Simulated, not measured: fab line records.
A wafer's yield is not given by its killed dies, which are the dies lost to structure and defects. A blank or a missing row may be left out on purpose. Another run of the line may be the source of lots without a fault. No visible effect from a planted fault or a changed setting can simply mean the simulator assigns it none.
fab line records / flow gf180mcu
record: lots: 7 wafers: 21 last_day: 33
route steps=602 shown V4@480
lots that met no fault: taken from a fault-free run of the same line
start_h: the number of hours between the record's first day and the start of the first shown wafer of the lot / wait_h: hours from the lot's prior step to this one / " the same as in the row above / L1.1+2: a single row standing in for several wafers / - either no value or no given start / * or withheld: withheld / < > ~ a bound
route shown NAME@n: a module of which the file shows steps, and the number in the route of the first / usual: mean and standard deviation over wafers with no fault / same: alike in all rows / chamber/n: place in a boat / sites: readings site by site / _std_site: standard deviation of those values / _edge_site: inner sites' mean taken away from outer sites' mean / radius_mm: for every site, how far away it sits from the centre of the wafer / mask NAME#n: copy n / behind: the most recent tool/chamber to have shaped the wafer / hold: cause of the lot's hold/its duration in hours/its outcome / device: transistor that didn't switch, given as n, p or np / end of line: tests run on the same wafers once the route is complete / a step given without rows: its recipe and nothing more / killed: dies lost to structure and defects at the first sort, not the wafer's yield / map: a wafer's dies, marking killed ones x, the rest . and places with no die _
set.NAME: the setting that was run; set.NAME@STEP: the one run at that earlier step / model.NAME: the simulator's own value behind a step, which no gauge read
certain route steps with their lots: each step a table, each wafer a row
services: from which hour (start_h, from the record's first day; less than 0 if before it) a tool's chamber was out of use, for how many hours, and why
== steps ==
step: GF_V4_CMP_04
recipe: material: SiO2 down_force_psi: 4 platen_rpm: 60 pad_velocity_m_s: 0.94248
usual: edge_zone_pressure_frac: 1.000/0.0047 motor_current_A: 11.8/0.84 time_to_endpoint_s: 74/7.5
lot.wafer=L504.2 tool=cmp-01 chamber=2 start_h=551.71 wait_h=0.1 edge_zone_pressure_frac=0.990 motor_current_A=11.7 time_to_endpoint_s=71
lot.wafer=L504.5 tool=cmp-01 chamber=0 start_h=551.71 wait_h=0.1 edge_zone_pressure_frac=0.997 motor_current_A=11.9 time_to_endpoint_s=80
lot.wafer=L504.6 tool=cmp-01 chamber=1 start_h=551.71 wait_h=0.1 edge_zone_pressure_frac=0.993 motor_current_A=11.4 time_to_endpoint_s=92
lot.wafer=L505.1 tool=cmp-02 chamber=3 start_h=560.06 wait_h=0.1 edge_zone_pressure_frac=1.005 motor_current_A=12.1 time_to_endpoint_s=84
lot.wafer=L505.4 tool=cmp-02 chamber=0 start_h=560.06 wait_h=0.1 edge_zone_pressure_frac=1.003 motor_current_A=13.4 time_to_endpoint_s=76
lot.wafer=L505.6 tool=cmp-02 chamber=2 start_h=560.06 wait_h=0.1 edge_zone_pressure_frac=1.007 motor_current_A=11.5 time_to_endpoint_s=74
lot.wafer=L506.3 tool=cmp-01 chamber=2 start_h=562.20 wait_h=0.2 edge_zone_pressure_frac=1.001 motor_current_A=12.0 time_to_endpoint_s=65
lot.wafer=L506.6 tool=cmp-01 chamber=3 start_h=562.20 wait_h=0.2 edge_zone_pressure_frac=1.000 motor_current_A=10.6 time_to_endpoint_s=68
lot.wafer=L506.5 tool=cmp-01 chamber=0 start_h=562.20 wait_h=0.2 edge_zone_pressure_frac=0.998 motor_current_A=12.0 time_to_endpoint_s=70
lot.wafer=L507.2 tool=cmp-01 chamber=2 start_h=577.34 wait_h=0.1 edge_zone_pressure_frac=0.995 motor_current_A=11.6 time_to_endpoint_s=68
lot.wafer=L507.5 tool=cmp-01 chamber=0 start_h=577.34 wait_h=0.1 edge_zone_pressure_frac=1.003 motor_current_A=13.1 time_to_endpoint_s=75
lot.wafer=L507.6 tool=cmp-01 chamber=1 start_h=577.34 wait_h=0.1 edge_zone_pressure_frac=1.005 motor_current_A=11.9 time_to_endpoint_s=74
lot.wafer=L518.2 tool=cmp-01 chamber=1 start_h=666.13 wait_h=0.0 edge_zone_pressure_frac=1.014 motor_current_A=11.7 time_to_endpoint_s=70
lot.wafer=L518.3 tool=cmp-01 chamber=3 start_h=666.13 wait_h=0.0 edge_zone_pressure_frac=0.996 motor_current_A=10.2 time_to_endpoint_s=72
lot.wafer=L518.6 tool=cmp-01 chamber=2 start_h=666.13 wait_h=0.0 edge_zone_pressure_frac=1.000 motor_current_A=11.3 time_to_endpoint_s=75
lot.wafer=L519.1 tool=cmp-01 chamber=0 start_h=674.03 wait_h=0.1 edge_zone_pressure_frac=0.999 motor_current_A=12.1 time_to_endpoint_s=72
lot.wafer=L519.4 tool=cmp-01 chamber=2 start_h=674.03 wait_h=0.1 edge_zone_pressure_frac=1.002 motor_current_A=11.6 time_to_endpoint_s=83
lot.wafer=L519.5 tool=cmp-01 chamber=3 start_h=674.03 wait_h=0.1 edge_zone_pressure_frac=1.003 motor_current_A=11.1 time_to_endpoint_s=77
lot.wafer=L523.2 tool=cmp-01 chamber=2 start_h=694.06 wait_h=0.2 edge_zone_pressure_frac=1.002 motor_current_A=11.7 time_to_endpoint_s=70
lot.wafer=L523.6 tool=cmp-01 chamber=3 start_h=694.06 wait_h=0.2 edge_zone_pressure_frac=1.005 motor_current_A=10.3 time_to_endpoint_s=71
lot.wafer=L523.5 tool=cmp-01 chamber=0 start_h=694.06 wait_h=0.2 edge_zone_pressure_frac=1.007 motor_current_A=12.1 time_to_endpoint_s=74
step: GF_V4_BOW_MEAS_05
recipe: mode: bow
usual: V4_BOW: 134/8.3
lot.wafer=L504.2 tool=film_metro-03 chamber=- start_h=551.93 wait_h=0.2 V4_BOW[um]=156
lot.wafer=L504.5 tool=film_metro-03 chamber=- start_h=551.93 wait_h=0.2 V4_BOW[um]=146
lot.wafer=L504.6 tool=film_metro-03 chamber=- start_h=551.93 wait_h=0.2 V4_BOW[um]=141
lot.wafer=L505.1 tool=film_metro-01 chamber=- start_h=560.31 wait_h=0.2 V4_BOW[um]=136
lot.wafer=L505.4 tool=film_metro-01 chamber=- start_h=560.31 wait_h=0.2 V4_BOW[um]=135
lot.wafer=L505.6 tool=film_metro-01 chamber=- start_h=560.31 wait_h=0.2 V4_BOW[um]=130
lot.wafer=L506.3 tool=film_metro-02 chamber=- start_h=562.39 wait_h=0.1 V4_BOW[um]=125
lot.wafer=L506.5 tool=film_metro-02 chamber=- start_h=562.39 wait_h=0.1 V4_BOW[um]=127
lot.wafer=L506.6 tool=film_metro-02 chamber=- start_h=562.39 wait_h=0.1 V4_BOW[um]=132
lot.wafer=L507.2 tool=film_metro-01 chamber=- start_h=577.56 wait_h=0.2 V4_BOW[um]=125
lot.wafer=L507.5 tool=film_metro-01 chamber=- start_h=577.56 wait_h=0.2 V4_BOW[um]=123
lot.wafer=L507.6 tool=film_metro-01 chamber=- start_h=577.56 wait_h=0.2 V4_BOW[um]=137
lot.wafer=L518.2 tool=film_metro-03 chamber=- start_h=666.45 wait_h=0.3 V4_BOW[um]=111
lot.wafer=L518.3 tool=film_metro-03 chamber=- start_h=666.45 wait_h=0.3 V4_BOW[um]=119
lot.wafer=L518.6 tool=film_metro-03 chamber=- start_h=666.45 wait_h=0.3 V4_BOW[um]=120
lot.wafer=L519.1 tool=film_metro-02 chamber=- start_h=674.28 wait_h=0.2 V4_BOW[um]=132
lot.wafer=L519.4 tool=film_metro-02 chamber=- start_h=674.28 wait_h=0.2 V4_BOW[um]=140
lot.wafer=L519.5 tool=film_metro-02 chamber=- start_h=674.28 wait_h=0.2 V4_BOW[um]=130
lot.wafer=L523.2 tool=film_metro-02 chamber=- start_h=694.23 wait_h=0.1 V4_BOW[um]=151
lot.wafer=L523.5 tool=film_metro-02 chamber=- start_h=694.23 wait_h=0.1 V4_BOW[um]=146
lot.wafer=L523.6 tool=film_metro-02 chamber=- start_h=694.23 wait_h=0.1 V4_BOW[um]=138
step: GF_V4_DEHYDRATE_06
recipe: temp_c: 200 time_s: 60
step: GF_V4_HMDS_07
recipe: prime_time_s: 60 prime_temp_c: 120
step: GF_V4_COAT_08
recipe: resist: BARC temp_c: withheld time_s: withheld spin_rpm: withheld resist_thk_nm: withheld
step: GF_V4_COAT_09
recipe: resist: KrF spin_rpm: withheld resist_thk_nm: 1000
step: GF_V4_SOFTBAKE_10
recipe: temp_c: 130 time_s: 60 resist: KrF
step: GF_V4_EXPOSE_11
recipe: mask_id: Via4 target_cd_nm: 260 na: 0.68 source_shape: conventional sigma_outer: 0.6 dose_mj: 38
step: GF_V4_PEB_12
recipe: peb_temp_c: 135 peb_time_s: 90 resist: KrF
step: GF_V4_DEVELOP_13
recipe: develop_time_s: 60 resist: KrF dev_temp_c: 21
step: GF_V4_CD_MEAS_14
recipe: target_cd_nm: 260
usual: cd_nm: 260.7/1.5
lot.wafer=L504.2 tool=cd_sem-01 chamber=- start_h=573.97 wait_h=0.1 cd_nm=262.8
lot.wafer=L504.5 tool=cd_sem-01 chamber=- start_h=573.97 wait_h=0.1 cd_nm=263.2
lot.wafer=L504.6 tool=cd_sem-01 chamber=- start_h=573.97 wait_h=0.1 cd_nm=263.1
lot.wafer=L505.1 tool=cd_sem-02 chamber=- start_h=582.20 wait_h=0.1 cd_nm=257.8
lot.wafer=L505.4 tool=cd_sem-02 chamber=- start_h=582.20 wait_h=0.1 cd_nm=257.9
lot.wafer=L505.6 tool=cd_sem-02 chamber=- start_h=582.20 wait_h=0.1 cd_nm=258.7
lot.wafer=L506.3 tool=cd_sem-02 chamber=- start_h=584.44 wait_h=0.1 cd_nm=261.2
lot.wafer=L506.5 tool=cd_sem-02 chamber=- start_h=584.44 wait_h=0.1 cd_nm=262.9
lot.wafer=L506.6 tool=cd_sem-02 chamber=- start_h=584.44 wait_h=0.1 cd_nm=262.4
lot.wafer=L507.2 tool=cd_sem-01 chamber=- start_h=598.07 wait_h=0.1 cd_nm=259.1
lot.wafer=L507.5 tool=cd_sem-01 chamber=- start_h=598.07 wait_h=0.1 cd_nm=259.2
lot.wafer=L507.6 tool=cd_sem-01 chamber=- start_h=598.07 wait_h=0.1 cd_nm=259.4
lot.wafer=L518.2 tool=cd_sem-01 chamber=- start_h=685.47 wait_h=0.1 cd_nm=258.4
lot.wafer=L518.3 tool=cd_sem-01 chamber=- start_h=685.47 wait_h=0.1 cd_nm=258.1
lot.wafer=L518.6 tool=cd_sem-01 chamber=- start_h=685.47 wait_h=0.1 cd_nm=258.8
lot.wafer=L519.1 tool=cd_sem-02 chamber=- start_h=692.80 wait_h=0.1 cd_nm=260.8
lot.wafer=L519.4 tool=cd_sem-02 chamber=- start_h=692.80 wait_h=0.1 cd_nm=260.8
lot.wafer=L519.5 tool=cd_sem-02 chamber=- start_h=692.80 wait_h=0.1 cd_nm=260.9
lot.wafer=L523.2 tool=cd_sem-02 chamber=- start_h=711.77 wait_h=0.1 cd_nm=262.1
lot.wafer=L523.5 tool=cd_sem-02 chamber=- start_h=711.77 wait_h=0.1 cd_nm=261.3
lot.wafer=L523.6 tool=cd_sem-02 chamber=- start_h=711.77 wait_h=0.1 cd_nm=262.9
step: GF_V4_OVL_MEAS_15
usual: V4_OVL: 1/5.1
lot.wafer=L504.2 tool=overlay-02 chamber=- start_h=574.07 wait_h=0.1 V4_OVL[nm]=5
lot.wafer=L504.5 tool=overlay-02 chamber=- start_h=574.07 wait_h=0.1 V4_OVL[nm]=1
lot.wafer=L504.6 tool=overlay-02 chamber=- start_h=574.07 wait_h=0.1 V4_OVL[nm]=-4
lot.wafer=L505.1 tool=overlay-01 chamber=- start_h=582.32 wait_h=0.1 V4_OVL[nm]=2
lot.wafer=L505.4 tool=overlay-01 chamber=- start_h=582.32 wait_h=0.1 V4_OVL[nm]=4
lot.wafer=L505.6 tool=overlay-01 chamber=- start_h=582.32 wait_h=0.1 V4_OVL[nm]=5
lot.wafer=L506.3 tool=overlay-01 chamber=- start_h=584.53 wait_h=0.1 V4_OVL[nm]=-4
lot.wafer=L506.5 tool=overlay-01 chamber=- start_h=584.53 wait_h=0.1 V4_OVL[nm]=1
lot.wafer=L506.6 tool=overlay-01 chamber=- start_h=584.53 wait_h=0.1 V4_OVL[nm]=-2
lot.wafer=L507.2 tool=overlay-02 chamber=- start_h=598.18 wait_h=0.1 V4_OVL[nm]=-8
lot.wafer=L507.5 tool=overlay-02 chamber=- start_h=598.18 wait_h=0.1 V4_OVL[nm]=-2
lot.wafer=L507.6 tool=overlay-02 chamber=- start_h=598.18 wait_h=0.1 V4_OVL[nm]=-7
lot.wafer=L518.2 tool=overlay-01 chamber=- start_h=685.58 wait_h=0.1 V4_OVL[nm]=-5
lot.wafer=L518.3 tool=overlay-01 chamber=- start_h=685.58 wait_h=0.1 V4_OVL[nm]=-4
lot.wafer=L518.6 tool=overlay-01 chamber=- start_h=685.58 wait_h=0.1 V4_OVL[nm]=-3
lot.wafer=L519.1 tool=overlay-02 chamber=- start_h=692.92 wait_h=0.1 V4_OVL[nm]=1
lot.wafer=L519.4 tool=overlay-02 chamber=- start_h=692.92 wait_h=0.1 V4_OVL[nm]=8
lot.wafer=L519.5 tool=overlay-02 chamber=- start_h=692.92 wait_h=0.1 V4_OVL[nm]=-2
lot.wafer=L523.2 tool=overlay-02 chamber=- start_h=711.87 wait_h=0.1 V4_OVL[nm]=-2
lot.wafer=L523.5 tool=overlay-02 chamber=- start_h=711.87 wait_h=0.1 V4_OVL[nm]=-4
lot.wafer=L523.6 tool=overlay-02 chamber=- start_h=711.87 wait_h=0.1 V4_OVL[nm]=3
step: GF_V4_ETCH_16
recipe: chemistry: N2/H2 target_depth_a: withheld overetch_a: withheld time_s: withheld target: BARC ion_energy_ev: 200 source_w: 500 bias_w: 100 pressure_mtorr: 30 n2_flow_sccm: 100 h2_flow_sccm: 200
usual: bias_w: 100.0/0.3 chamber_pressure_mTorr: 30.000/0.027 drypump_motor_current_A: 5.8/0.44 oes_product_au: 0.854/0.0047 throttle_valve_pct: 13.223/0.0096
lot.wafer=L504.2 tool=rie_diel-03 chamber=2 start_h=574.10 wait_h=0.0 bias_w=100.2 chamber_pressure_mTorr=29.947 drypump_motor_current_A=5.3 oes_product_au=0.860 throttle_valve_pct=13.219
lot.wafer=L504.5 tool=rie_diel-03 chamber=2 start_h=574.10 wait_h=0.0 bias_w=100.1 chamber_pressure_mTorr=29.973 drypump_motor_current_A=5.3 oes_product_au=0.853 throttle_valve_pct=13.226
lot.wafer=L504.6 tool=rie_diel-03 chamber=0 start_h=574.10 wait_h=0.0 bias_w=99.9 chamber_pressure_mTorr=29.989 drypump_motor_current_A=5.8 oes_product_au=0.859 throttle_valve_pct=13.233
lot.wafer=L505.1 tool=rie_diel-04 chamber=1 start_h=582.35 wait_h=0.0 bias_w=- chamber_pressure_mTorr=- drypump_motor_current_A=- oes_product_au=- throttle_valve_pct=-
lot.wafer=L505.4 tool=rie_diel-04 chamber=2 start_h=582.35 wait_h=0.0 bias_w=- chamber_pressure_mTorr=- drypump_motor_current_A=- oes_product_au=- throttle_valve_pct=-
lot.wafer=L505.6 tool=rie_diel-04 chamber=0 start_h=582.35 wait_h=0.0 bias_w=- chamber_pressure_mTorr=- drypump_motor_current_A=- oes_product_au=- throttle_valve_pct=-
lot.wafer=L506.3 tool=rie_diel-02 chamber=2 start_h=584.56 wait_h=0.0 bias_w=- chamber_pressure_mTorr=- drypump_motor_current_A=- oes_product_au=- throttle_valve_pct=-
lot.wafer=L506.5 tool=rie_diel-02 chamber=0 start_h=584.56 wait_h=0.0 bias_w=- chamber_pressure_mTorr=- drypump_motor_current_A=- oes_product_au=- throttle_valve_pct=-
lot.wafer=L506.6 tool=rie_diel-02 chamber=3 start_h=584.56 wait_h=0.0 bias_w=- chamber_pressure_mTorr=- drypump_motor_current_A=- oes_product_au=- throttle_valve_pct=-
lot.wafer=L507.2 tool=rie_diel-02 chamber=3 start_h=598.21 wait_h=0.0 bias_w=- chamber_pressure_mTorr=- drypump_motor_current_A=- oes_product_au=- throttle_valve_pct=-
lot.wafer=L507.5 tool=rie_diel-02 chamber=0 start_h=598.21 wait_h=0.0 bias_w=- chamber_pressure_mTorr=- drypump_motor_current_A=- oes_product_au=- throttle_valve_pct=-
lot.wafer=L507.6 tool=rie_diel-02 chamber=1 start_h=598.21 wait_h=0.0 bias_w=- chamber_pressure_mTorr=- drypump_motor_current_A=- oes_product_au=- throttle_valve_pct=-
lot.wafer=L518.2 tool=rie_diel-04 chamber=0 start_h=685.61 wait_h=0.0 bias_w=100.1 chamber_pressure_mTorr=29.959 drypump_motor_current_A=6.0 oes_product_au=0.850 throttle_valve_pct=13.226
lot.wafer=L518.3 tool=rie_diel-04 chamber=1 start_h=685.61 wait_h=0.0 bias_w=100.4 chamber_pressure_mTorr=30.042 drypump_motor_current_A=5.6 oes_product_au=0.850 throttle_valve_pct=13.217
lot.wafer=L518.6 tool=rie_diel-04 chamber=0 start_h=685.61 wait_h=0.0 bias_w=100.1 chamber_pressure_mTorr=30.024 drypump_motor_current_A=6.0 oes_product_au=0.852 throttle_valve_pct=13.225
lot.wafer=L519.1 tool=rie_diel-04 chamber=3 start_h=692.96 wait_h=0.0 bias_w=99.5 chamber_pressure_mTorr=29.997 drypump_motor_current_A=5.8 oes_product_au=0.853 throttle_valve_pct=13.235
lot.wafer=L519.4 tool=rie_diel-04 chamber=1 start_h=692.96 wait_h=0.0 bias_w=99.9 chamber_pressure_mTorr=29.991 drypump_motor_current_A=5.7 oes_product_au=0.853 throttle_valve_pct=13.213
lot.wafer=L519.5 tool=rie_diel-04 chamber=3 start_h=692.96 wait_h=0.0 bias_w=99.5 chamber_pressure_mTorr=29.968 drypump_motor_current_A=5.7 oes_product_au=0.855 throttle_valve_pct=13.215
lot.wafer=L523.2 tool=rie_diel-03 chamber=0 start_h=711.90 wait_h=0.0 bias_w=100.1 chamber_pressure_mTorr=29.947 drypump_motor_current_A=5.7 oes_product_au=0.861 throttle_valve_pct=13.209
lot.wafer=L523.5 tool=rie_diel-03 chamber=3 start_h=711.90 wait_h=0.0 bias_w=100.0 chamber_pressure_mTorr=30.021 drypump_motor_current_A=5.2 oes_product_au=0.851 throttle_valve_pct=13.214
lot.wafer=L523.6 tool=rie_diel-03 chamber=2 start_h=711.90 wait_h=0.0 bias_w=100.1 chamber_pressure_mTorr=30.013 drypump_motor_current_A=5.3 oes_product_au=0.843 throttle_valve_pct=13.221
step: GF_V4_ETCH_17
recipe: chemistry: C4F8/O2/Ar mask_material: KrF target: SiO2 stop_on: TiN source_w: 1500 bias_w: 1200 pressure_mtorr: 40 c4f8_flow_sccm: withheld O2_flow_sccm: 6 Ar_flow_sccm: 300 time_s: withheld target_depth_a: 6300
usual: bias_w: 1200/3.6 chamber_pressure_mTorr: 40.00/0.041 oes_product_au: 0.865/0.0052
lot.wafer=L504.2 tool=rie_diel-03 chamber=2 start_h=- wait_h=- bias_w=1203 chamber_pressure_mTorr=39.96 oes_product_au=0.864
lot.wafer=L504.5 tool=rie_diel-03 chamber=2 start_h=- wait_h=- bias_w=1205 chamber_pressure_mTorr=40.04 oes_product_au=0.851
lot.wafer=L504.6 tool=rie_diel-03 chamber=0 start_h=- wait_h=- bias_w=1204 chamber_pressure_mTorr=39.96 oes_product_au=0.863
lot.wafer=L505.1 tool=rie_diel-04 chamber=1 start_h=- wait_h=- bias_w=1197 chamber_pressure_mTorr=40.04 oes_product_au=0.384
lot.wafer=L505.4 tool=rie_diel-04 chamber=2 start_h=- wait_h=- bias_w=1199 chamber_pressure_mTorr=40.06 oes_product_au=0.376
lot.wafer=L505.6 tool=rie_diel-04 chamber=0 start_h=- wait_h=- bias_w=1197 chamber_pressure_mTorr=40.00 oes_product_au=0.368
lot.wafer=L506.3 tool=rie_diel-02 chamber=2 start_h=- wait_h=- bias_w=1193 chamber_pressure_mTorr=39.98 oes_product_au=0.377
lot.wafer=L506.5 tool=rie_diel-02 chamber=0 start_h=- wait_h=- bias_w=1197 chamber_pressure_mTorr=40.00 oes_product_au=0.364
lot.wafer=L506.6 tool=rie_diel-02 chamber=3 start_h=- wait_h=- bias_w=1194 chamber_pressure_mTorr=40.07 oes_product_au=0.384
lot.wafer=L507.2 tool=rie_diel-02 chamber=3 start_h=- wait_h=- bias_w=1206 chamber_pressure_mTorr=40.00 oes_product_au=0.374
lot.wafer=L507.5 tool=rie_diel-02 chamber=0 start_h=- wait_h=- bias_w=1193 chamber_pressure_mTorr=40.05 oes_product_au=0.372
lot.wafer=L507.6 tool=rie_diel-02 chamber=1 start_h=- wait_h=- bias_w=1202 chamber_pressure_mTorr=40.03 oes_product_au=0.372
lot.wafer=L518.2 tool=rie_diel-04 chamber=0 start_h=- wait_h=- bias_w=1199 chamber_pressure_mTorr=40.00 oes_product_au=0.867
lot.wafer=L518.3 tool=rie_diel-04 chamber=1 start_h=- wait_h=- bias_w=1196 chamber_pressure_mTorr=39.97 oes_product_au=0.867
lot.wafer=L518.6 tool=rie_diel-04 chamber=0 start_h=- wait_h=- bias_w=1200 chamber_pressure_mTorr=40.01 oes_product_au=0.870
lot.wafer=L519.1 tool=rie_diel-04 chamber=3 start_h=- wait_h=- bias_w=1200 chamber_pressure_mTorr=40.00 oes_product_au=0.863
lot.wafer=L519.4 tool=rie_diel-04 chamber=1 start_h=- wait_h=- bias_w=1197 chamber_pressure_mTorr=39.96 oes_product_au=0.858
lot.wafer=L519.5 tool=rie_diel-04 chamber=3 start_h=- wait_h=- bias_w=1201 chamber_pressure_mTorr=39.99 oes_product_au=0.864
lot.wafer=L523.2 tool=rie_diel-03 chamber=0 start_h=- wait_h=- bias_w=1202 chamber_pressure_mTorr=40.08 oes_product_au=0.866
lot.wafer=L523.5 tool=rie_diel-03 chamber=3 start_h=- wait_h=- bias_w=1201 chamber_pressure_mTorr=40.00 oes_product_au=0.860
lot.wafer=L523.6 tool=rie_diel-03 chamber=2 start_h=- wait_h=- bias_w=1198 chamber_pressure_mTorr=40.02 oes_product_au=0.868
step: GF_V4_STRIP_18
recipe: chemistry: O2/N2 power_w: 1400 pressure_mtorr: 1500 platen_temp_c: 250 o2_flow_sccm: 3000 n2_flow_sccm: 300 overash_fraction: 0.5
usual: drypump_motor_current_A: 5.6/0.4 heater_power_w: 334/22 oes_product_au: 0.593/0.0051 platen_temp_c: 249.99/0.17
lot.wafer=L504.2 tool=plasma_asher-04 chamber=1 start_h=574.23 wait_h=- drypump_motor_current_A=6.0 heater_power_w=310 oes_product_au=0.589 platen_temp_c=249.89 rf_hours_counter_h=11
lot.wafer=L504.5 tool=plasma_asher-04 chamber=0 start_h=574.23 wait_h=- drypump_motor_current_A=5.0 heater_power_w=336 oes_product_au=0.595 platen_temp_c=249.75 rf_hours_counter_h=-
lot.wafer=L504.6 tool=plasma_asher-04 chamber=1 start_h=574.23 wait_h=- drypump_motor_current_A=6.0 heater_power_w=307 oes_product_au=0.594 platen_temp_c=249.95 rf_hours_counter_h=-
lot.wafer=L505.1 tool=plasma_asher-01 chamber=0 start_h=582.48 wait_h=- drypump_motor_current_A=5.6 heater_power_w=346 oes_product_au=0.618 platen_temp_c=249.81 rf_hours_counter_h=81
lot.wafer=L505.4 tool=plasma_asher-01 chamber=0 start_h=582.48 wait_h=- drypump_motor_current_A=5.6 heater_power_w=344 oes_product_au=0.608 platen_temp_c=250.13 rf_hours_counter_h=-
lot.wafer=L505.6 tool=plasma_asher-01 chamber=1 start_h=582.48 wait_h=- drypump_motor_current_A=6.1 heater_power_w=355 oes_product_au=0.607 platen_temp_c=249.85 rf_hours_counter_h=-
lot.wafer=L506.3 tool=plasma_asher-01 chamber=0 start_h=584.72 wait_h=- drypump_motor_current_A=5.6 heater_power_w=340 oes_product_au=0.616 platen_temp_c=250.03 rf_hours_counter_h=-
lot.wafer=L506.5 tool=plasma_asher-01 chamber=0 start_h=584.72 wait_h=- drypump_motor_current_A=5.6 heater_power_w=344 oes_product_au=0.601 platen_temp_c=249.95 rf_hours_counter_h=-
lot.wafer=L506.6 tool=plasma_asher-01 chamber=1 start_h=584.72 wait_h=- drypump_motor_current_A=6.1 heater_power_w=353 oes_product_au=0.608 platen_temp_c=250.12 rf_hours_counter_h=-
lot.wafer=L507.2 tool=plasma_asher-02 chamber=0 start_h=598.34 wait_h=- drypump_motor_current_A=5.3 heater_power_w=368 oes_product_au=0.608 platen_temp_c=250.15 rf_hours_counter_h=92
lot.wafer=L507.5 tool=plasma_asher-02 chamber=1 start_h=598.34 wait_h=- drypump_motor_current_A=6.0 heater_power_w=311 oes_product_au=0.605 platen_temp_c=250.01 rf_hours_counter_h=-
lot.wafer=L507.6 tool=plasma_asher-02 chamber=0 start_h=598.34 wait_h=- drypump_motor_current_A=5.3 heater_power_w=367 oes_product_au=0.612 platen_temp_c=250.02 rf_hours_counter_h=-
lot.wafer=L518.2 tool=plasma_asher-02 chamber=1 start_h=685.74 wait_h=- drypump_motor_current_A=6.0 heater_power_w=322 oes_product_au=0.598 platen_temp_c=249.97 rf_hours_counter_h=100
lot.wafer=L518.3 tool=plasma_asher-02 chamber=1 start_h=685.74 wait_h=- drypump_motor_current_A=5.9 heater_power_w=307 oes_product_au=0.594 platen_temp_c=250.11 rf_hours_counter_h=-
lot.wafer=L518.6 tool=plasma_asher-02 chamber=0 start_h=685.74 wait_h=- drypump_motor_current_A=5.3 heater_power_w=365 oes_product_au=0.590 platen_temp_c=250.19 rf_hours_counter_h=-
lot.wafer=L519.1 tool=plasma_asher-04 chamber=1 start_h=693.09 wait_h=- drypump_motor_current_A=6.0 heater_power_w=313 oes_product_au=0.592 platen_temp_c=249.88 rf_hours_counter_h=25
lot.wafer=L519.4 tool=plasma_asher-04 chamber=0 start_h=693.09 wait_h=- drypump_motor_current_A=5.0 heater_power_w=331 oes_product_au=0.590 platen_temp_c=250.07 rf_hours_counter_h=-
lot.wafer=L519.5 tool=plasma_asher-04 chamber=1 start_h=693.09 wait_h=- drypump_motor_current_A=6.0 heater_power_w=305 oes_product_au=0.590 platen_temp_c=249.87 rf_hours_counter_h=-
lot.wafer=L523.2 tool=plasma_asher-02 chamber=0 start_h=712.03 wait_h=- drypump_motor_current_A=5.2 heater_power_w=366 oes_product_au=0.592 platen_temp_c=250.24 rf_hours_counter_h=103
lot.wafer=L523.5 tool=plasma_asher-02 chamber=1 start_h=712.03 wait_h=- drypump_motor_current_A=6.0 heater_power_w=314 oes_product_au=0.594 platen_temp_c=249.84 rf_hours_counter_h=-
lot.wafer=L523.6 tool=plasma_asher-02 chamber=0 start_h=712.03 wait_h=- drypump_motor_current_A=5.2 heater_power_w=368 oes_product_au=0.594 platen_temp_c=250.12 rf_hours_counter_h=-
step: GF_V4_STRIP_19
recipe: chemistry: post_etch_residue_remover time_s: 1200 temp_c: 72.5
== services ==
tool=plasma_asher-02 chamber=- start_h=538.58 hours=2.8 kind=pm
tool=cmp-01 chamber=- start_h=538.74 hours=5.7 kind=pm
tool=rie_diel-04 chamber=0 start_h=543.00 hours=4.0 kind=repair
tool=rie_diel-04 chamber=3 start_h=544.40 hours=9.1 kind=repair
tool=rie_diel-04 chamber=1 start_h=546.86 hours=1.6 kind=repair
tool=rie_diel-04 chamber=3 start_h=556.20 hours=1.9 kind=repair
tool=rie_diel-03 chamber=0 start_h=560.89 hours=9.2 kind=repair
tool=rie_diel-03 chamber=3 start_h=572.59 hours=2.1 kind=repair
tool=plasma_asher-02 chamber=- start_h=574.57 hours=1.5 kind=repair
tool=cmp-01 chamber=- start_h=592.46 hours=0.5 kind=repair
tool=cmp-01 chamber=- start_h=619.98 hours=2.9 kind=repair
tool=rie_diel-02 chamber=1 start_h=620.88 hours=7.3 kind=repair
tool=rie_diel-02 chamber=3 start_h=634.25 hours=4.2 kind=repair
tool=rie_diel-03 chamber=- start_h=636.51 hours=15.6 kind=pm
tool=rie_diel-04 chamber=0 start_h=638.38 hours=4.0 kind=repair
tool=plasma_asher-02 chamber=- start_h=644.28 hours=15.6 kind=pm
tool=rie_diel-03 chamber=- start_h=659.42 hours=0.4 kind=repair
tool=cmp-01 chamber=- start_h=667.35 hours=1.1 kind=repair
tool=cmp-01 chamber=- start_h=678.92 hours=0.3 kind=repair
tool=rie_diel-04 chamber=- start_h=682.73 hours=2.8 kind=pm
tool=rie_diel-04 chamber=0 start_h=686.12 hours=4.8 kind=repair
tool=rie_diel-02 chamber=3 start_h=698.13 hours=1.3 kind=repair
tool=rie_diel-04 chamber=3 start_h=706.39 hours=5.5 kind=repair
tool=rie_diel-03 chamber=- start_h=707.81 hours=0.6 kind=repair
== key ==
first_sign: step: GF_V4_ETCH_16 reading: tool_record direction: missing
effect: step: GF_V4_ETCH_17 reading: oes_product_au direction: down sigmas: 95 usual: 0.865 struck: 0.375
effect: step: GF_V4_STRIP_18 reading: oes_product_au direction: up sigmas: 3.2 usual: 0.593 struck: 0.609
met_at GF_V4_ETCH_16
struck_wafers L505.1,L505.4,L505.6,L506.3,L506.5,L506.6,L507.2,L507.5,L507.6
later_rows_left_out L505.1,L505.4,L505.6,L506.3,L506.5,L506.6,L507.2,L507.5,L507.6
sort_left_out L505.1,L505.4,L505.6,L506.3,L506.5,L506.6,L507.2,L507.5,L507.6
fault: kind: skipped_step_whole tool: rie_diel-02,rie_diel-04 chamber: - onset_h: 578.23 steps: GF_V4_ETCH_16 scope: struck_lots_only
sort_left_out: the simulated sort isn't trusted on such a fault, so these wafers' sort isn't shown, and their yield isn't known
later_rows_left_out: the simulator's readings of these wafers behind a module that went badly wrong aren't trusted and aren't shown, but for the sort
